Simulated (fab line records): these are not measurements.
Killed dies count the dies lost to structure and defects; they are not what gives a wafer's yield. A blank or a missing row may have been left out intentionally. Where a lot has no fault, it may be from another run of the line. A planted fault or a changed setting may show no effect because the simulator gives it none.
The tool behind it: which one? ; flow sky130 ; 11 lots, 33 wafers sampled, at 4 steps of a route of 708

== WHAT EACH GAUGE READ, for each wafer ==
SKY_METAL5_RS_MEAS_05: the measuring method here is four-point-probe. Usual: METAL5_ALCU_RS gives 0.02708 ohm/sq (standard deviation 0.00022).
lot;measured;on;METAL5_ALCU_RS (ohm/sq);flag
L185;day 42 16:29;film metro-04;0.0268 0.02676 0.02687;
L186;day 43 04:58;film metro-01;0.02718 0.0274 0.02734;
L189;day 44 06:59;film metro-01;0.02691 0.02692 0.02694;
L190;day 44 10:40;film metro-01;0.027 0.02712 0.02726;
L193;day 45 00:44;film metro-01;0.0271 0.02718 0.02724;
L194;day 45 06:53;film metro-01;0.02754 0.02765 0.02776;
L196;day 45 20:17;film metro-01;0.02726 0.02753 0.02724;
L197;day 46 06:05;film metro-04;0.02686 0.02705 0.02695;
L200;day 46 18:22;film metro-02;0.02668 0.02696 0.02672;
L206;day 48 03:35;film metro-01;0.02711 0.02704 0.02695;
L207;day 48 07:27;film metro-04;0.02694 0.02707 0.0269;

== WHAT TOOL EACH LOT RAN ON (gives the tool, then ch and the chambers of the sampled wafers, and finally the start) ==
lot;SKY_VIA4_STRIP_13;SKY_VIA4_CMP_21;SKY_METAL5_SPUTTER_04
L185;plasma asher-03 ch 0,1, day 42 14:59;cmp-02 ch 1,3, day 42 15:58;pvd sputter-04, day 42 16:23
L186;plasma asher-04 ch 0, day 43 03:29;cmp-02 ch 0,1,3, day 43 04:34;pvd sputter-04, day 43 04:53
L189;plasma asher-03 ch 0,1, day 44 05:05;cmp-01 ch 0,1,3, day 44 06:31;pvd sputter-03, day 44 06:56
L190;plasma asher-02 ch 0,1, day 44 08:49;cmp-02 ch 0,1,3, day 44 10:22;pvd sputter-02, day 44 10:37
L193;plasma asher-03 ch 0,1, day 44 23:03;cmp-02 ch 1,2,3, day 45 00:17;pvd sputter-04, day 45 00:39
L194;plasma asher-04 ch 0,1, day 45 05:08;cmp-02 ch 1,2,3, day 45 06:29;pvd sputter-02, day 45 06:48
L196;plasma asher-03 ch 0,1, day 45 18:47;cmp-01 ch 0,2,3, day 45 19:58;pvd sputter-04, day 45 20:14
L197;plasma asher-03 ch 0,1, day 46 04:35;cmp-02 ch 0,1,2, day 46 05:41;pvd sputter-04, day 46 06:02
L200;plasma asher-03 ch 0,1, day 46 16:52;cmp-02 ch 0,1,3, day 46 18:00;pvd sputter-02, day 46 18:16
L206;plasma asher-04 ch 0,1, day 48 02:05;cmp-02 ch 0,1,2, day 48 03:13;pvd sputter-04, day 48 03:32
L207;plasma asher-02 ch 0,1, day 48 05:22;cmp-02 ch 0,2,3, day 48 07:02;pvd sputter-02, day 48 07:24
- SKY_VIA4_STRIP_13: strips in O2/N2.
- SKY_VIA4_CMP_21: polishes, stops on SiO2, t overpolish 25 s, target thk 0 nm.
- SKY_METAL5_SPUTTER_04: material TiN, target thk 70 nm, time 58.3 s.

== AS READ BY THE TOOLS THEMSELVES (means over the sampled wafers that have a number; for cases with no such wafer, the mark the record gives instead) ==
SKY_VIA4_STRIP_13. Usual: drypump motor current A 5.9 A, standard deviation 0.39; oes product au 0.710 a.u., standard deviation 0.0045; strip time to endpoint s 12.804 s, standard deviation 0.026.
lot;tool;drypump motor current A (A);oes product au (a.u.);strip time to endpoint s (s);flag
L185;plasma asher-03;5.7;0.718;12.794;
L186;plasma asher-04;5.9;0.710;12.799;
L189;plasma asher-03;5.9;0.706;12.788;
L190;plasma asher-02;6.0;0.708;12.787;
L193;plasma asher-03;5.9;0.711;12.782;
L194;plasma asher-04;6.2;0.710;12.797;
L196;plasma asher-03;5.9;0.711;12.820;
L197;plasma asher-03;5.9;0.715;12.824;
L200;plasma asher-03;5.7;0.712;12.809;
L206;plasma asher-04;6.1;0.711;12.806;
L207;plasma asher-02;5.9;0.706;12.828;

SKY_VIA4_CMP_21. Usual: motor current A 10.4 A, standard deviation 1.5; overpolish run s 25.000 s, standard deviation 0.0087; time to endpoint s 123 s, standard deviation 4.6.
lot;tool;motor current A (A);overpolish run s (s);time to endpoint s (s);flag
L185;cmp-02;10.4;25.003;123;
L186;cmp-02;9.9;24.999;126;
L189;cmp-01;9.8;24.994;123;
L190;cmp-02;9.7;24.993;121;
L193;cmp-02;11.6;24.992;123;
L194;cmp-02;11.2;25.009;123;
L196;cmp-01;10.2;24.995;117;
L197;cmp-02;10.4;25.007;122;
L200;cmp-02;10.0;24.995;130;
L206;cmp-02;10.3;24.998;119;
L207;cmp-02;10.4;25.003;117;

SKY_METAL5_SPUTTER_04. Usual: cathode dc power W 6500.0 W, standard deviation 1.2; throttle valve pct 29.8 %, standard deviation 1.3.
lot;tool;cathode dc power W (W);throttle valve pct (%);flag
L185;pvd sputter-04;6498.7;28.3;
L186;pvd sputter-04;6500.2;29.9;
L189;pvd sputter-03;6500.2;28.8;
L190;pvd sputter-02;6499.2;31.7;
L193;pvd sputter-04;6498.5;29.4;
L194;pvd sputter-02;6501.2;31.4;
L196;pvd sputter-04;6500.1;29.1;
L197;pvd sputter-04;6500.7;29.4;
L200;pvd sputter-02;6501.0;31.0;
L206;pvd sputter-04;6500.2;28.5;
L207;pvd sputter-02;6499.6;30.4;

== THE ANSWER, worked out from the rows above alone ==
Rule: take the mean of a lot's wafers that have a number; if it is more than 3 standard deviations from the usual mean, the lot is off. Also off: a lot with no number at a reading for which 4 or more lots have one. The other lots that the step has rows for count as sound. After the gauges, taken in route order, come the tools' own readings; for these a lot's mean is taken, as printed above. At the first step where some lot is off, the reading lying furthest off is the one used; lots without a number count as furthest.
None of the lots is off at any reading shown; this tells nothing.

== WHAT THE SIMULATOR HAD PUT IN ==
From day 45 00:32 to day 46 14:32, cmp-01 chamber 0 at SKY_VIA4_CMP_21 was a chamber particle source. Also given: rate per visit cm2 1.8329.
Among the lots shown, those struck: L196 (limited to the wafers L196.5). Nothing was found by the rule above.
